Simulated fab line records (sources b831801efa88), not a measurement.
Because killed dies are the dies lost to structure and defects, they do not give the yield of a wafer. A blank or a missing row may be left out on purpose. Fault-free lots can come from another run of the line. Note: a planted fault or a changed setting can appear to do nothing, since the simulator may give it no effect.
A struck lot beside a sound one + flow sky130 + 31 out of 708 route steps
Sound: these wafers, L361.2, L361.4, L361.6. Wafers struck: L354.1, L354.3, L354.4. The cause comes at the end.
Each step with rows lists, per side, the tool, then ch with its chambers, then its first start. Under that, the readings that differ: sound wafers + struck wafers + difference of the means + sigmas: that difference in standard deviations of wafers without a fault.
alike: same words and numbers on both sides, and readings whose means sit less than 2 such deviations apart. not compared: any withheld reading, any reading some wafer has no value for, any bound like >300 that may hide the same value, and any number with overlapping values for which the record gives no deviation.
The two part at a step that has a row with sigmas, a row that says differs or no value, or rows on one side only. Non-overlapping numbers with no deviation appear without sigmas and do not part them. A reading that every wafer of one side lacks parts them only if that side has two wafers or more.

first, 1 step without rows for these wafers: SKY_PWDE_IMPLANT_08.
SKY_PWDE_STRIP_09: strips in O2/N2.
  sound on plasma asher-04 ch 0,1, day 9 06:20; struck on plasma asher-03 ch 0,1, day 7 10:23
  alike: drypump motor current A, oes product au, strip time to endpoint s
  not compared: rf hours counter h
SKY_PWDE_TW_MEAS_10:
  sound: film metro-02 at day 9 06:27; struck: film metro-02 at day 7 10:29
  alike: PWDE_TW
then, 7 steps without rows for these wafers: SKY_NWELL_DEHYDRATE_03 (time 60 s); SKY_NWELL_HMDS_04 (prime time 60 s); SKY_NWELL_COAT_05 (resist thk 3000 nm); SKY_NWELL_SOFTBAKE_06; SKY_NWELL_EXPOSE_07 (exposes mask NWM, target cd 840 nm); SKY_NWELL_PEB_08; SKY_NWELL_DEVELOP_09 (develop time 60 s).
SKY_NWELL_OVL_MEAS_10:
  sound: overlay-01 at day 10 04:25; struck: overlay-02 at day 8 06:13
  alike: NWELL_00_OVL
following that, these wafers have no rows for 1 step: SKY_NWELL_IMPLANT_11.
SKY_NWELL_IMPLANT_12:
  sound on implanter-02 ch 0, day 10 04:37; struck on implanter-02 ch 0, day 8 06:43
following that, these wafers have no rows for 1 step: SKY_NWELL_IMPLANT_13.
SKY_NWELL_STRIP_14: strips in O2/N2.
  sound on plasma asher-04 ch 0,1, day 10 04:53; struck on plasma asher-04 ch 0,1, day 8 07:01
  alike: drypump motor current A, oes product au, strip time to endpoint s
  not compared: rf hours counter h
SKY_NWELL_TW_MEAS_15:
  sound: film metro-01 at day 10 05:00; struck: film metro-04 at day 8 07:08
  alike: NWELL_TW
then, 7 steps without rows for these wafers: SKY_NWELL_DEHYDRATE_16 (time 60 s); SKY_NWELL_HMDS_17 (prime time 60 s); SKY_NWELL_COAT_18 (resist thk 3000 nm); SKY_NWELL_SOFTBAKE_19; SKY_NWELL_EXPOSE_20 (exposes mask NWM COMPLEMENT, target cd 840 nm); SKY_NWELL_PEB_21; SKY_NWELL_DEVELOP_22 (develop time 60 s).
SKY_NWELL_OVL_MEAS_23:
  sound: overlay-01 at day 11 04:55; struck: overlay-02 at day 9 03:22
  alike: NWELL_01_OVL
following that, these wafers have no rows for 1 step: SKY_NWELL_IMPLANT_24.
SKY_NWELL_STRIP_25: strips in O2/N2.
  sound on plasma asher-03 ch 0,1, day 11 05:05; struck on plasma asher-03 ch 0,1, day 9 03:32
  alike: drypump motor current A, oes product au, strip time to endpoint s
  not compared: rf hours counter h
SKY_NWELL_TW_MEAS_26:
  sound: film metro-01 at day 11 05:12; struck: film metro-01 at day 9 03:38
  alike: NWELL_2_TW
then, 1 step without rows for these wafers: SKY_NWELL_CLEAN_27 (cleans in SC1/SC2, time 150 s).
SKY_NWELL_RTA_28: time 30 s.
  sound on rtp anneal-02 ch 0, day 11 05:19; struck on rtp anneal-01 ch 0, day 9 03:45
  alike: anneal temp c max, lamp power pct, wafer_temp_C_max
SKY_NWELL_RS_MEAS_29: measurement is done with a four-point probe.
  sound: film metro-04 at day 11 05:25; struck: film metro-04 at day 9 03:51
| reading           | sound             | struck            | difference | sigmas |
|-------------------|-------------------|-------------------|------------|--------|
| NWELL_RS (ohm/sq) | 625.3 628.5 627.3 | 595.1 595.9 594.8 | -31.8      | -20    |
-- the record jumps here: 40 days lie between the struck wafers' starts before and after (it left off in module NWELL and takes up again in module PAD_OPEN, whose first step shown is number 708 of the route) --
SKY_PAD_OPEN_PROBE_99:
  sound: prober-02 at day 51 00:13; struck: prober-01 at day 49 09:19
| reading                                | sound                         | struck                        | difference | sigmas |
|----------------------------------------|-------------------------------|-------------------------------|------------|--------|
| model.etest.nfet_16v.r on ohm um       | 1.414e+04 1.415e+04 1.423e+04 | 1.344e+04 1.364e+04 1.373e+04 | -5.700e+02 |        |
| model.etest.pfet_16v.r on ohm um       | 1.476e+04 1.506e+04 1.564e+04 | 1.586e+04 1.657e+04 1.627e+04 | +1.080e+03 |        |
| model.etest.pfet g5v0d10v5.r on ohm um | 4679 4681 4759                | 5256 5394 5322                | +618       |        |
| model.etest.tip p.rs ohm sq            | 6827 6893 6874                | 7170 7109 7151                | +279       |        |
| model.etest.tip_p_5v.rs ohm sq         | 2846 2867 2858                | 3098 3109 3104                | +247       |        |
| model.etest.pfet_01v8.r on ohm um      | 2829 2865 2852                | 3000 3109 3001                | +188       |        |
| model.etest.pfet g5v0d10v5.drive ua um | 349 345.2 344                 | 300.2 290.4 292.7             | -51.6      |        |
| model.etest.pfet_01v8_lvt.drive ua um  | 176.1 175 178.2               | 145.5 144.2 145.8             | -31.3      |        |
  alike: killed_at_M0_to_M3, killed_at_M4_up, killed at contacts, killed at front end, killed at other, killed dies, killed open, killed short

== WHERE THEY PART ==
Within this record, at SKY_NWELL_RS_MEAS_29 only. Later steps at which nothing parts them and some readings are alike: SKY_PAD_OPEN_PROBE_99.

WHY: what had been put in by the simulator
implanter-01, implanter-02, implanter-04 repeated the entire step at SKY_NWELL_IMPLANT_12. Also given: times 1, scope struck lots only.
